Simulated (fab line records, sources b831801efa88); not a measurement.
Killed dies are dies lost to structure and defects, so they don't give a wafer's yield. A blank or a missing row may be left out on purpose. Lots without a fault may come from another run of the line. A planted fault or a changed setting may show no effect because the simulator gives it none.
fab line records | flow sky130
record lots=5 wafers=15 last_day=50
route steps=708 shown NWELL@82 PWDE@84 VT_ADJUST_HVTP@85 VT_ADJUST_LVTN@97 VT_ADJUST_NCORE@119
lots that met no fault: from a run of the same line without faults
start_h: hours from the record's first day to the start of the lot's first wafer shown | wait_h: hours since the lot's step before | " the same as in the row above | L1.1+2: a row that stands for several wafers | - no value, or no start given | * or withheld: withheld | < > ~ a bound
route shown NAME@n: a module of which the file shows steps, and the number in the route of the first | usual: mean/standard deviation of fault-free wafers | same: alike in all rows | chamber/n: place in a boat | sites: the reading at each site | _std_site: their standard deviation | _edge_site: outer sites' mean less inner sites' | radius_mm: how far each site lies from the wafer's centre | mask NAME#n: copy n | behind: the tool/chamber that last shaped the wafer | hold: why the lot was held/for how many hours/how that ended | device: the transistor (n, p or np) that didn't switch | end of line: the same wafers' tests at the end of the route | a step without rows: its recipe alone | killed: dies lost to structure and defects at the first sort, not the wafer's yield | map: a wafer's dies, x killed, . not, _ none there
set.NAME: the setting as run; set.NAME@STEP: as run at that earlier step | model.NAME: the simulator's own value behind a step, which no gauge read
lots at some steps of the route; a table a step, a row a wafer
services: from which hour (start_h, from the record's first day; less than 0 if before it) a tool's chamber was out of use, for how many hours, and why
## steps
# step SKY_NWELL_RS_MEAS_29
# recipe thk_meas_gauge=four-point-probe
# usual NWELL_RS=617.7/1.7
# columns lot.wafer tool chamber start_h wait_h NWELL_RS[ohm/sq]
L077.2 film_metro-01 - 121.77 0.1 617.5
L077.3 " - " " 618.0
L077.4 " - " " 616.8
L090.2 film_metro-03 - 201.62 0.1 617.2
L090.4 " - " " 618.1
L090.5 " - " " 619.1
L092.1 film_metro-01 - 225.93 0.1 614.9
L092.4 " - " " 614.8
L092.6 " - " " 615.0
L095.3 film_metro-04 - 231.62 0.1 614.0
L095.5 " - " " 613.6
L095.6 " - " " 614.3
L097.2 film_metro-01 - 249.05 0.1 618.5
L097.3 " - " " 617.7
L097.5 " - " " 619.4
# step SKY_NWELL_RS_MEAS_31
# recipe thk_meas_gauge=four-point-probe
# usual PWDE_RS=5272/17
# columns lot.wafer tool chamber start_h wait_h PWDE_RS[ohm/sq]
L077.2 film_metro-01 - 122.01 0.1 5280
L077.3 " - " " 5277
L077.4 " - " " 5281
L090.2 film_metro-03 - 201.86 0.1 5269
L090.4 " - " " 5258
L090.5 " - " " 5242
L092.1 film_metro-01 - 226.17 0.1 5265
L092.4 " - " " 5284
L092.6 " - " " 5276
L095.3 film_metro-04 - 231.86 0.1 5266
L095.5 " - " " 5269
L095.6 " - " " 5277
L097.2 film_metro-01 - 249.29 0.1 5265
L097.3 " - " " 5264
L097.5 " - " " 5250
# step SKY_VT_ADJUST_HVTP_DEHYDRATE_00
# recipe temp_c=200 time_s=60
# usual plate_temp_C=200.06/0.17
# columns lot.wafer tool chamber start_h wait_h plate_temp_C
L077.2 litho_track-04 0 130.38 8.4 200.23
L077.3 " 0 " " 200.25
L077.4 " 0 " " 200.54
L090.2 litho_track-01 0 212.43 10.5 200.04
L090.4 " 0 " " 200.13
L090.5 " 0 " " 200.22
L092.1 litho_track-01 0 237.25 11.1 200.22
L092.4 " 0 " " 199.99
L092.6 " 0 " " 200.17
L095.3 litho_track-03 0 242.13 10.3 199.95
L095.5 " 0 " " 199.91
L095.6 " 0 " " 199.75
L097.2 litho_track-01 0 260.38 11.1 200.00
L097.3 " 0 " " 200.17
L097.5 " 0 " " 200.00
# step SKY_VT_ADJUST_HVTP_HMDS_01
# recipe prime_time_s=60 prime_temp_c=120
# columns lot.wafer tool chamber start_h wait_h
L077.2+3+4 litho_track-04 0 130.53 0.1
L090.2+4+5 litho_track-01 0 212.58 0.1
L092.1+4+6 litho_track-01 0 237.40 0.1
L095.3+5+6 litho_track-03 0 242.28 0.1
L097.2+3+5 litho_track-01 0 260.53 0.1
# step SKY_VT_ADJUST_HVTP_COAT_02
# recipe resist=NOVOLAK spin_rpm=3000 resist_thk_nm=1140
# columns lot.wafer tool chamber start_h wait_h
L077.2+3+4 litho_track-04 0 130.68 0.1
L090.2+4+5 litho_track-01 0 212.73 0.1
L092.1+4+6 litho_track-01 0 237.55 0.1
L095.3+5+6 litho_track-03 0 242.43 0.1
L097.2+3+5 litho_track-01 0 260.68 0.1
# step SKY_VT_ADJUST_HVTP_SOFTBAKE_03
# recipe temp_c=90 time_s=62.69 resist=NOVOLAK
# usual plate_sensor_t_centre_C=90.757/0.0099 plate_sensor_t_edge_C=90.830/0.011
# columns lot.wafer tool chamber start_h wait_h plate_sensor_t_centre_C plate_sensor_t_edge_C
L077.2 litho_track-04 0 130.83 0.1 90.754 90.810
L077.3 " 0 " " 90.747 90.827
L077.4 " 0 " " 90.744 90.835
L090.2 litho_track-01 0 212.88 0.1 90.773 90.818
L090.4 " 0 " " 90.739 90.835
L090.5 " 0 " " 90.746 90.837
L092.1 litho_track-01 0 237.70 0.1 90.774 90.822
L092.4 " 0 " " 90.771 90.836
L092.6 " 0 " " 90.772 90.833
L095.3 litho_track-03 0 242.58 0.1 90.759 90.833
L095.5 " 0 " " 90.767 90.837
L095.6 " 0 " " 90.750 90.814
L097.2 litho_track-01 0 260.83 0.1 90.762 90.828
L097.3 " 0 " " 90.760 90.822
L097.5 " 0 " " 90.770 90.814
# step SKY_VT_ADJUST_HVTP_EXPOSE_04
# recipe mask_id=HVTPM na=0.6 source_shape=conventional sigma_outer=0.6 polarization=unpolarized target_cd_nm=380 dose_mj=140
# same sigma_outer=0.6
# columns lot.wafer tool chamber start_h wait_h mask
L077.2+3+4 iline_stepper-01 0 - - HVTPM#0
L090.2+4+5 iline_stepper-02 0 - - HVTPM#0
L092.1+4+6 iline_stepper-02 0 - - HVTPM#0
L095.3+5+6 iline_stepper-01 0 - - HVTPM#0
L097.2+3+5 iline_stepper-01 0 - - HVTPM#0
# step SKY_VT_ADJUST_HVTP_PEB_05
# recipe temp_c=withheld time_s=* resist=NOVOLAK
# columns lot.wafer tool chamber start_h wait_h
L077.2+3+4 litho_track-03 0 - -
L090.2+4+5 litho_track-01 0 - -
L092.1+4+6 litho_track-03 0 - -
L095.3+5+6 litho_track-04 0 - -
L097.2+3+5 litho_track-03 0 - -
# step SKY_VT_ADJUST_HVTP_DEVELOP_06
# recipe resist=NOVOLAK developer=TMAH develop_time_s=60 dev_temp_c=23
# columns lot.wafer tool chamber start_h wait_h
L077.2+3+4 litho_track-03 0 139.76 0.1
L090.2+4+5 litho_track-01 0 223.93 0.1
L092.1+4+6 litho_track-03 0 248.68 0.1
L095.3+5+6 litho_track-04 0 254.60 0.1
L097.2+3+5 litho_track-03 0 272.66 0.1
# step SKY_VT_ADJUST_HVTP_CD_MEAS_07
# recipe target_cd_nm=380
# usual cd_nm=379.6/1.8
# columns lot.wafer tool chamber start_h wait_h cd_nm
L077.2 cd_sem-01 - 139.90 0.1 380.8
L077.3 " - " " 379.5
L077.4 " - " " 380.2
L090.2 cd_sem-02 - 224.07 0.1 379.2
L090.4 " - " " 381.3
L090.5 " - " " 382.4
L092.1 cd_sem-02 - 248.83 0.1 379.7
L092.4 " - " " 381.9
L092.6 " - " " 379.4
L095.3 cd_sem-02 - 254.74 0.1 379.0
L095.5 " - " " 378.3
L095.6 " - " " 378.9
L097.2 cd_sem-02 - 272.80 0.1 382.4
L097.3 " - " " 381.1
L097.5 " - " " 381.4
# step SKY_VT_ADJUST_HVTP_OVL_MEAS_08
# usual VT_ADJUST_HVTP_OVL=-1.2/1.4
# columns lot.wafer tool chamber start_h wait_h VT_ADJUST_HVTP_OVL[nm]
L077.2 overlay-02 - 140.01 0.1 -1.9
L077.3 " - " " -1.5
L077.4 " - " " -3.3
L090.2 overlay-01 - 224.18 0.1 -0.7
L090.4 " - " " -2.4
L090.5 " - " " -1.3
L092.1 overlay-01 - 248.95 0.1 -3.9
L092.4 " - " " -2.9
L092.6 " - " " -3.3
L095.3 overlay-02 - 254.84 0.1 -2.0
L095.5 " - " " -3.3
L095.6 " - " " -1.2
L097.2 overlay-02 - 272.91 0.1 -3.4
L097.3 " - " " -4.1
L097.5 " - " " -4.6
# step SKY_VT_ADJUST_HVTP_IMPLANT_09
# recipe species=As energy_kev=150 dose_cm2=4.3e+12 tilt_deg=withheld
# columns lot.wafer tool chamber start_h wait_h
L077.2+3+4 implanter-01 0 140.07 0.0
L090.2+4+5 implanter-04 0 224.23 0.0
L092.1+4+6 implanter-04 0 248.99 0.0
L095.3+5+6 implanter-01 0 254.91 0.1
L097.2+3+5 implanter-04 0 272.96 0.0
# step SKY_VT_ADJUST_HVTP_STRIP_10
# recipe chemistry=O2/N2 power_w=1400 pressure_mtorr=1500 platen_temp_c=withheld o2_flow_sccm=3000 n2_flow_sccm=300 overash_fraction=0.5
# usual drypump_motor_current_A=6.0/0.31 oes_product_au=0.716/0.0047 strip_time_to_endpoint_s=14.18/0.043
# columns lot.wafer tool chamber start_h wait_h drypump_motor_current_A oes_product_au rf_hours_counter_h strip_time_to_endpoint_s
L077.2 plasma_asher-01 1 140.19 0.1 6.3 0.703 34 14.25
L077.3 " 1 " " 6.3 0.718 - 14.26
L077.4 " 0 " " 6.5 0.713 - 14.26
L090.2 plasma_asher-04 1 224.36 0.1 5.6 0.713 52 14.16
L090.4 " 0 " " 5.9 0.708 - 14.22
L090.5 " 1 " " 5.5 0.725 - 14.16
L092.1 plasma_asher-01 1 249.14 0.1 6.3 0.723 44 14.24
L092.4 " 1 " " 6.3 0.717 - 14.20
L092.6 " 0 " " 6.4 0.717 - 14.19
L095.3 plasma_asher-01 0 255.04 0.1 6.4 0.712 - 14.21
L095.5 " 1 " " 6.3 0.727 - 14.15
L095.6 " 0 " " 6.4 0.710 - 14.16
L097.2 plasma_asher-04 1 273.09 0.1 5.6 0.716 57 14.12
L097.3 " 0 " " 5.9 0.708 - 14.11
L097.5 " 1 " " 5.6 0.714 - 14.13
# step SKY_VT_ADJUST_HVTP_TW_MEAS_11
# usual VT_ADJUST_HVTP_TW=1358/9.1
# columns lot.wafer tool chamber start_h wait_h VT_ADJUST_HVTP_TW
L077.2 film_metro-02 - 140.30 0.1 1349
L077.3 " - " " 1354
L077.4 " - " " 1348
L090.2 film_metro-02 - 224.47 0.1 1358
L090.4 " - " " 1349
L090.5 " - " " 1354
L092.1 film_metro-04 - 249.24 0.1 1365
L092.4 " - " " 1362
L092.6 " - " " 1362
L095.3 film_metro-04 - 255.13 0.1 1367
L095.5 " - " " 1364
L095.6 " - " " 1367
L097.2 film_metro-02 - 273.20 0.1 1345
L097.3 " - " " 1348
L097.5 " - " " 1347
# step SKY_VT_ADJUST_LVTN_DEHYDRATE_00
# recipe temp_c=200 time_s=60
# usual plate_temp_C=199.99/0.16
# columns lot.wafer tool chamber start_h wait_h plate_temp_C
L077.2 litho_track-03 0 148.56 8.2 200.00
L077.3 " 0 " " 200.31
L077.4 " 0 " " 200.09
L090.2 litho_track-04 0 234.93 10.4 200.06
L090.4 " 0 " " 200.13
L090.5 " 0 " " 200.22
L092.1 litho_track-02 0 260.24 11.0 200.13
L092.4 " 0 " " 199.79
L092.6 " 0 " " 200.22
L095.3 litho_track-03 0 266.43 11.3 199.90
L095.5 " 0 " " 199.69
L095.6 " 0 " " 199.94
L097.2 litho_track-04 0 284.88 11.7 200.02
L097.3 " 0 " " 200.11
L097.5 " 0 " " 200.00
# step SKY_VT_ADJUST_LVTN_HMDS_01
# recipe prime_time_s=60 prime_temp_c=120
# columns lot.wafer tool chamber start_h wait_h
L077.2+3+4 litho_track-03 0 148.71 0.1
L090.2+4+5 litho_track-04 0 235.08 0.1
L092.1+4+6 litho_track-02 0 260.39 0.1
L095.3+5+6 litho_track-03 0 266.58 0.1
L097.2+3+5 litho_track-04 0 285.03 0.1
# step SKY_VT_ADJUST_LVTN_COAT_02
# recipe spin_rpm=2000 resist_thk_nm=3000
# columns lot.wafer tool chamber start_h wait_h
L077.2+3+4 litho_track-03 0 148.86 0.1
L090.2+4+5 litho_track-04 0 235.23 0.1
L092.1+4+6 litho_track-02 0 260.54 0.1
L095.3+5+6 litho_track-03 0 266.73 0.1
L097.2+3+5 litho_track-04 0 285.18 0.1
# step SKY_VT_ADJUST_LVTN_SOFTBAKE_03
# recipe temp_c=108.8 time_s=withheld
# usual plate_temp_C=108.79/0.13
# columns lot.wafer tool chamber start_h wait_h plate_temp_C
L077.2 litho_track-03 0 149.02 0.1 108.60
L077.3 " 0 " " 108.78
L077.4 " 0 " " 108.83
L090.2 litho_track-04 0 235.39 0.1 108.78
L090.4 " 0 " " 108.85
L090.5 " 0 " " 108.91
L092.1 litho_track-02 0 260.69 0.1 108.61
L092.4 " 0 " " 108.62
L092.6 " 0 " " 108.50
L095.3 litho_track-03 0 266.90 0.1 108.88
L095.5 " 0 " " 108.74
L095.6 " 0 " " 108.90
L097.2 litho_track-04 0 285.34 0.1 108.58
L097.3 " 0 " " 108.88
L097.5 " 0 " " 108.62
# step SKY_VT_ADJUST_LVTN_EXPOSE_04
# recipe mask_id=NWM_COMPLEMENT_LESS_NATIVE na=0.6 source_shape=conventional sigma_outer=0.6 polarization=unpolarized target_cd_nm=840 dose_mj=194
# same sigma_outer=0.6
# columns lot.wafer tool chamber start_h wait_h mask
L077.2+3+4 iline_stepper-01 0 - - NWM_COMPLEMENT_LESS_NATIVE#0
L090.2+4+5 iline_stepper-01 0 - - NWM_COMPLEMENT_LESS_NATIVE#0
L092.1+4+6 iline_stepper-02 0 - - NWM_COMPLEMENT_LESS_NATIVE#0
L095.3+5+6 iline_stepper-02 0 - - NWM_COMPLEMENT_LESS_NATIVE#0
L097.2+3+5 iline_stepper-02 0 - - NWM_COMPLEMENT_LESS_NATIVE#0
# step SKY_VT_ADJUST_LVTN_PEB_05
# recipe temp_c=115 time_s=withheld
# usual plate_temp_C=115.03/0.15
# columns lot.wafer tool chamber start_h wait_h plate_temp_C
L077.2 litho_track-03 0 - - 115.06
L077.3 " 0 " " 114.98
L077.4 " 0 " " 114.97
L090.2 litho_track-02 0 - - 114.76
L090.4 " 0 " " 114.91
L090.5 " 0 " " 114.80
L092.1 litho_track-02 0 - - 115.24
L092.4 " 0 " " 115.31
L092.6 " 0 " " 115.18
L095.3 litho_track-04 0 - - 115.14
L095.5 " 0 " " 114.97
L095.6 " 0 " " 115.20
L097.2 litho_track-04 0 - - 115.08
L097.3 " 0 " " 115.05
L097.5 " 0 " " 114.83
# step SKY_VT_ADJUST_LVTN_DEVELOP_06
# recipe wall_angle_deg=90 developer=TMAH develop_time_s=60 dev_temp_c=23
# columns lot.wafer tool chamber start_h wait_h
L077.2+3+4 litho_track-03 0 - -
L090.2+4+5 litho_track-02 0 - -
L092.1+4+6 litho_track-02 0 - -
L095.3+5+6 litho_track-04 0 - -
L097.2+3+5 litho_track-04 0 - -
# step SKY_VT_ADJUST_LVTN_OVL_MEAS_07
# usual VT_ADJUST_LVTN_OVL=-0.6/1.5
# columns lot.wafer tool chamber start_h wait_h VT_ADJUST_LVTN_OVL[nm]
L077.2 overlay-02 - 159.04 - -0.1
L077.3 " - " " -1.8
L077.4 " - " " -1.4
L090.2 overlay-01 - 246.59 - -1.3
L090.4 " - " " 0.4
L090.5 " - " " 0.1
L092.1 overlay-01 - 272.99 - -3.4
L092.4 " - " " -2.2
L092.6 " - " " -1.9
L095.3 overlay-02 - 278.87 - -2.4
L095.5 " - " " -2.6
L095.6 " - " " -2.6
L097.2 overlay-01 - 297.51 - 0.6
L097.3 " - " " 0.2
L097.5 " - " " 0.0
# step SKY_VT_ADJUST_LVTN_IMPLANT_08
# recipe species=B energy_kev=30 dose_cm2=1.57e+12 tilt_deg=withheld
# columns lot.wafer tool chamber start_h wait_h
L077.2+3+4 implanter-01 0 159.10 0.0
L090.2+4+5 implanter-02 0 246.65 0.0
L092.1+4+6 implanter-02 0 273.02 0.0
L095.3+5+6 implanter-02 0 278.94 0.1
L097.2+3+5 implanter-03 0 297.56 0.0
# step SKY_VT_ADJUST_LVTN_STRIP_09
# recipe chemistry=O2/N2 power_w=1400 pressure_mtorr=1500 platen_temp_c=withheld o2_flow_sccm=3000 n2_flow_sccm=300 overash_fraction=0.5
# usual drypump_motor_current_A=5.7/0.53 oes_product_au=0.723/0.0042 strip_time_to_endpoint_s=37.01/0.1
# columns lot.wafer tool chamber start_h wait_h drypump_motor_current_A oes_product_au rf_hours_counter_h strip_time_to_endpoint_s
L077.2 plasma_asher-02 1 159.22 0.1 4.9 0.733 4 37.08
L077.3 " 0 " " 5.5 0.728 - 37.01
L077.4 " 1 " " 4.8 0.729 - 37.05
L090.2 plasma_asher-03 0 246.77 0.1 5.9 0.720 56 37.06
L090.4 " 0 " " 5.9 0.718 - 37.00
L090.5 " 1 " " 6.2 0.726 - 36.97
L092.1 plasma_asher-02 1 273.17 0.1 4.8 0.721 15 36.95
L092.4 " 1 " " 4.9 0.717 - 36.89
L092.6 " 1 " " 4.9 0.723 - 36.96
L095.3 plasma_asher-02 0 279.07 0.1 5.5 0.728 - 37.07
L095.5 " 1 " " 4.9 0.727 - 37.05
L095.6 " 0 " " 5.5 0.726 - 37.14
L097.2 plasma_asher-01 0 297.69 0.1 6.5 0.723 49 37.02
L097.3 " 0 " " 6.5 0.725 - 36.99
L097.5 " 0 " " 6.4 0.724 - 37.02
# step SKY_VT_ADJUST_LVTN_TW_MEAS_10
# usual VT_ADJUST_LVTN_TW=241.6/1.8
# columns lot.wafer tool chamber start_h wait_h VT_ADJUST_LVTN_TW
L077.2 film_metro-02 - 159.33 0.1 241.6
L077.3 " - " " 240.4
L077.4 " - " " 241.2
L090.2 film_metro-03 - 246.88 0.1 239.5
L090.4 " - " " 240.3
L090.5 " - " " 239.1
L092.1 film_metro-01 - 273.27 0.1 245.2
L092.4 " - " " 244.9
L092.6 " - " " 245.8
L095.3 film_metro-02 - 279.16 0.1 241.0
L095.5 " - " " 240.7
L095.6 " - " " 241.4
L097.2 film_metro-02 - 297.80 0.1 241.7
L097.3 " - " " 241.5
L097.5 " - " " 242.5
# step SKY_VT_ADJUST_LVTN_DEHYDRATE_11
# recipe temp_c=200 time_s=60
# usual plate_temp_C=200.00/0.16
# columns lot.wafer tool chamber start_h wait_h plate_temp_C
L077.2 litho_track-03 0 168.91 9.6 199.93
L077.3 " 0 " " 200.03
L077.4 " 0 " " 200.28
L090.2 litho_track-03 0 258.26 11.4 199.73
L090.4 " 0 " " 199.91
L090.5 " 0 " " 199.98
L092.1 litho_track-02 0 284.94 11.7 200.05
L092.4 " 0 " " 199.93
L092.6 " 0 " " 199.86
L095.3 litho_track-03 0 290.38 11.2 199.91
L095.5 " 0 " " 199.95
L095.6 " 0 " " 200.16
L097.2 litho_track-04 0 310.18 12.4 199.80
L097.3 " 0 " " 200.18
L097.5 " 0 " " 199.63
# step SKY_VT_ADJUST_LVTN_HMDS_12
# recipe prime_time_s=60 prime_temp_c=120
# columns lot.wafer tool chamber start_h wait_h
L077.2+3+4 litho_track-03 0 169.06 0.1
L090.2+4+5 litho_track-03 0 258.41 0.1
L092.1+4+6 litho_track-02 0 285.09 0.1
L095.3+5+6 litho_track-03 0 290.53 0.1
L097.2+3+5 litho_track-04 0 310.33 0.1
# step SKY_VT_ADJUST_LVTN_COAT_13
# recipe resist=NOVOLAK spin_rpm=3000 resist_thk_nm=1140
# columns lot.wafer tool chamber start_h wait_h
L077.2+3+4 litho_track-03 0 169.21 0.1
L090.2+4+5 litho_track-03 0 258.56 0.1
L092.1+4+6 litho_track-02 0 285.24 0.1
L095.3+5+6 litho_track-03 0 290.68 0.1
L097.2+3+5 litho_track-04 0 310.48 0.1
# step SKY_VT_ADJUST_LVTN_SOFTBAKE_14
# recipe temp_c=90 time_s=60 resist=NOVOLAK
# usual plate_temp_C=90.03/0.12
# columns lot.wafer tool chamber start_h wait_h plate_temp_C
L077.2 litho_track-03 0 169.36 0.1 89.97
L077.3 " 0 " " 90.12
L077.4 " 0 " " 89.77
L090.2 litho_track-03 0 258.71 0.1 90.05
L090.4 " 0 " " 90.02
L090.5 " 0 " " 89.99
L092.1 litho_track-02 0 285.39 0.1 90.06
L092.4 " 0 " " 90.12
L092.6 " 0 " " 89.93
L095.3 litho_track-03 0 290.83 0.1 90.06
L095.5 " 0 " " 90.03
L095.6 " 0 " " 89.92
L097.2 litho_track-04 0 310.63 0.1 89.91
L097.3 " 0 " " 89.97
L097.5 " 0 " " 89.98
# step SKY_VT_ADJUST_LVTN_EXPOSE_15
# recipe mask_id=HVN_STD_DERIVED na=0.6 source_shape=conventional sigma_outer=0.6 polarization=unpolarized target_cd_nm=600 dose_mj=163
# same sigma_outer=0.6
# columns lot.wafer tool chamber start_h wait_h mask
L077.2+3+4 iline_stepper-02 0 - - HVN_STD_DERIVED#0
L090.2+4+5 iline_stepper-02 0 - - HVN_STD_DERIVED#0
L092.1+4+6 iline_stepper-02 0 - - HVN_STD_DERIVED#0
L095.3+5+6 iline_stepper-02 0 - - HVN_STD_DERIVED#0
L097.2+3+5 iline_stepper-02 0 - - HVN_STD_DERIVED#0
# step SKY_VT_ADJUST_LVTN_PEB_16
# recipe temp_c=withheld time_s=* resist=NOVOLAK
# columns lot.wafer tool chamber start_h wait_h
L077.2+3+4 litho_track-04 0 - -
L090.2+4+5 litho_track-02 0 - -
L092.1+4+6 litho_track-03 0 - -
L095.3+5+6 litho_track-04 0 - -
L097.2+3+5 litho_track-04 0 - -
# step SKY_VT_ADJUST_LVTN_DEVELOP_17
# recipe resist=NOVOLAK developer=TMAH develop_time_s=60 dev_temp_c=23
# columns lot.wafer tool chamber start_h wait_h
L077.2+3+4 litho_track-04 0 179.18 0.1
L090.2+4+5 litho_track-02 0 271.11 0.1
L092.1+4+6 litho_track-03 0 297.28 0.1
L095.3+5+6 litho_track-04 0 303.40 0.1
L097.2+3+5 litho_track-04 0 323.03 0.1
# step SKY_VT_ADJUST_LVTN_OVL_MEAS_18
# usual VT_ADJUST_LVTN_01_OVL=-1.0/1.8
# columns lot.wafer tool chamber start_h wait_h VT_ADJUST_LVTN_01_OVL[nm]
L077.2 overlay-02 - 179.31 0.1 -1.3
L077.3 " - " " 0.2
L077.4 " - " " -1.2
L090.2 overlay-02 - 271.24 0.1 -2.2
L090.4 " - " " -0.3
L090.5 " - " " -0.9
L092.1 overlay-02 - 297.43 0.1 -0.4
L092.4 " - " " -1.3
L092.6 " - " " -1.7
L095.3 overlay-02 - 303.52 0.1 -1.0
L095.5 " - " " -2.5
L095.6 " - " " -2.2
L097.2 overlay-02 - 323.16 0.1 -1.6
L097.3 " - " " -2.6
L097.5 " - " " -2.8
# step SKY_VT_ADJUST_LVTN_IMPLANT_19
# recipe species=B energy_kev=30 dose_cm2=6.5e+11 tilt_deg=withheld
# columns lot.wafer tool chamber start_h wait_h
L077.2+3+4 implanter-02 0 179.37 0.0
L090.2+4+5 implanter-01 0 271.30 0.0
L092.1+4+6 implanter-02 0 297.47 0.0
L095.3+5+6 implanter-03 0 303.59 0.1
L097.2+3+5 implanter-03 0 323.21 0.0
# step SKY_VT_ADJUST_LVTN_STRIP_20
# recipe chemistry=O2/N2 power_w=1400 pressure_mtorr=1500 platen_temp_c=withheld o2_flow_sccm=3000 n2_flow_sccm=300 overash_fraction=0.5
# usual drypump_motor_current_A=5.9/0.5 oes_product_au=0.715/0.005 strip_time_to_endpoint_s=14.18/0.04
# columns lot.wafer tool chamber start_h wait_h drypump_motor_current_A oes_product_au rf_hours_counter_h strip_time_to_endpoint_s
L077.2 plasma_asher-02 1 179.49 0.1 4.8 0.704 6 14.25
L077.3 " 0 " " 5.5 0.714 - 14.24
L077.4 " 1 " " 4.8 0.714 - 14.25
L090.2 plasma_asher-01 1 271.42 0.1 6.3 0.719 46 14.21
L090.4 " 0 " " 6.4 0.713 - 14.15
L090.5 " 0 " " 6.4 0.714 - 14.23
L092.1 plasma_asher-03 0 297.62 0.1 5.9 0.716 61 14.18
L092.4 " 0 " " 5.9 0.717 - 14.20
L092.6 " 0 " " 5.9 0.719 - 14.15
L095.3 plasma_asher-03 0 303.72 0.1 5.9 0.725 - 14.18
L095.5 " 1 " " 6.2 0.720 - 14.13
L095.6 " 0 " " 5.9 0.714 - 14.20
L097.2 plasma_asher-03 0 323.34 0.1 5.9 0.715 64 14.18
L097.3 " 1 " " 6.2 0.710 - 14.21
L097.5 " 1 " " 6.2 0.716 - 14.24
# step SKY_VT_ADJUST_LVTN_TW_MEAS_21
# usual VT_ADJUST_LVTN_2_TW=188.6/1.5
# columns lot.wafer tool chamber start_h wait_h VT_ADJUST_LVTN_2_TW
L077.2 film_metro-02 - 179.60 0.1 187.5
L077.3 " - " " 187.1
L077.4 " - " " 186.9
L090.2 film_metro-02 - 271.53 0.1 187.8
L090.4 " - " " 186.5
L090.5 " - " " 187.8
L092.1 film_metro-01 - 297.72 0.1 190.4
L092.4 " - " " 190.7
L092.6 " - " " 191.9
L095.3 film_metro-01 - 303.81 0.1 191.3
L095.5 " - " " 190.8
L095.6 " - " " 189.8
L097.2 film_metro-02 - 323.45 0.1 188.2
L097.3 " - " " 189.1
L097.5 " - " " 188.3
# step SKY_VT_ADJUST_NCORE_DEHYDRATE_00
# recipe temp_c=200 time_s=60
# usual plate_temp_C=200.02/0.16
# columns lot.wafer tool chamber start_h wait_h plate_temp_C
L077.2 litho_track-04 0 189.13 9.5 199.96
L077.3 " 0 " " 199.96
L077.4 " 0 " " 199.91
L090.2 litho_track-04 0 282.98 11.4 200.26
L090.4 " 0 " " 200.06
L090.5 " 0 " " 200.20
L092.1 litho_track-02 0 310.04 12.3 200.00
L092.4 " 0 " " 199.96
L092.6 " 0 " " 199.96
L095.3 litho_track-02 0 315.89 12.1 199.97
L095.5 " 0 " " 200.25
L095.6 " 0 " " 200.26
L097.2 litho_track-01 0 336.58 13.1 199.95
L097.3 " 0 " " 199.99
L097.5 " 0 " " 199.98
# step SKY_VT_ADJUST_NCORE_HMDS_01
# recipe prime_time_s=60 prime_temp_c=120
# columns lot.wafer tool chamber start_h wait_h
L077.2+3+4 litho_track-04 0 189.28 0.1
L090.2+4+5 litho_track-04 0 283.13 0.1
L092.1+4+6 litho_track-02 0 310.19 0.1
L095.3+5+6 litho_track-02 0 316.04 0.1
L097.2+3+5 litho_track-01 0 336.73 0.1
# step SKY_VT_ADJUST_NCORE_COAT_02
# recipe resist=NOVOLAK spin_rpm=3000 resist_thk_nm=1140
# columns lot.wafer tool chamber start_h wait_h
L077.2+3+4 litho_track-04 0 189.43 0.1
L090.2+4+5 litho_track-04 0 283.28 0.1
L092.1+4+6 litho_track-02 0 310.34 0.1
L095.3+5+6 litho_track-02 0 316.19 0.1
L097.2+3+5 litho_track-01 0 336.88 0.1
# step SKY_VT_ADJUST_NCORE_SOFTBAKE_03
# recipe temp_c=90 time_s=60 resist=NOVOLAK
# usual plate_temp_C=90.00/0.13
# columns lot.wafer tool chamber start_h wait_h plate_temp_C
L077.2 litho_track-04 0 189.58 0.1 89.97
L077.3 " 0 " " 89.69
L077.4 " 0 " " 89.81
L090.2 litho_track-04 0 283.43 0.1 90.17
L090.4 " 0 " " 89.88
L090.5 " 0 " " 90.01
L092.1 litho_track-02 0 310.49 0.1 90.10
L092.4 " 0 " " 90.02
L092.6 " 0 " " 90.13
L095.3 litho_track-02 0 316.34 0.1 89.93
L095.5 " 0 " " 90.14
L095.6 " 0 " " 90.01
L097.2 litho_track-01 0 337.03 0.1 89.79
L097.3 " 0 " " 89.99
L097.5 " 0 " " 89.83
# step SKY_VT_ADJUST_NCORE_EXPOSE_04
# recipe mask_id=LVTN_COMPLEMENT_THIN na=0.6 source_shape=conventional sigma_outer=0.6 polarization=unpolarized target_cd_nm=380 dose_mj=139
# same sigma_outer=0.6
# columns lot.wafer tool chamber start_h wait_h mask
L077.2+3+4 iline_stepper-02 0 - - LVTN_COMPLEMENT_THIN#0
L090.2+4+5 iline_stepper-01 0 - - LVTN_COMPLEMENT_THIN#0
L092.1+4+6 iline_stepper-02 0 - - LVTN_COMPLEMENT_THIN#0
L095.3+5+6 iline_stepper-01 0 - - LVTN_COMPLEMENT_THIN#0
L097.2+3+5 iline_stepper-02 0 - - LVTN_COMPLEMENT_THIN#0
# step SKY_VT_ADJUST_NCORE_PEB_05
# recipe temp_c=withheld time_s=* resist=NOVOLAK
# columns lot.wafer tool chamber start_h wait_h
L077.2+3+4 litho_track-02 0 - -
L090.2+4+5 litho_track-04 0 - -
L092.1+4+6 litho_track-01 0 - -
L095.3+5+6 litho_track-02 0 - -
L097.2+3+5 litho_track-04 0 - -
# step SKY_VT_ADJUST_NCORE_DEVELOP_06
# recipe resist=NOVOLAK developer=TMAH develop_time_s=58.67 dev_temp_c=23
# columns lot.wafer tool chamber start_h wait_h
L077.2+3+4 litho_track-02 0 199.86 0.1
L090.2+4+5 litho_track-04 0 295.08 0.1
L092.1+4+6 litho_track-01 0 322.70 0.1
L095.3+5+6 litho_track-02 0 329.69 0.1
L097.2+3+5 litho_track-04 0 349.88 0.1
## services
# columns tool chamber start_h hours kind
plasma_asher-02 - 108.75 9.0 pm
plasma_asher-04 - 116.60 0.6 repair
implanter-02 - 132.58 2.0 repair
implanter-03 - 133.56 0.8 repair
implanter-03 - 135.78 0.5 repair
implanter-01 - 151.69 5.0 repair
iline_stepper-02 - 162.13 4.4 pm
iline_stepper-02 - 171.23 5.7 repair
plasma_asher-04 - 177.25 2.8 pm
plasma_asher-01 - 189.42 2.8 pm
implanter-02 - 195.54 1.0 repair
implanter-01 - 219.74 3.2 repair
iline_stepper-02 - 228.23 1.7 pm
implanter-04 - 229.29 3.4 repair
implanter-04 - 243.62 5.0 pm
plasma_asher-01 - 250.40 1.2 repair
iline_stepper-01 - 255.96 4.4 pm
plasma_asher-02 - 282.57 3.7 repair
iline_stepper-01 - 284.43 1.7 pm
iline_stepper-01 - 308.94 4.5 repair
implanter-03 - 311.01 4.0 pm
plasma_asher-02 - 321.62 0.8 repair
implanter-02 - 335.53 3.9 pm
implanter-03 - 336.08 6.9 pm
## key
fault none
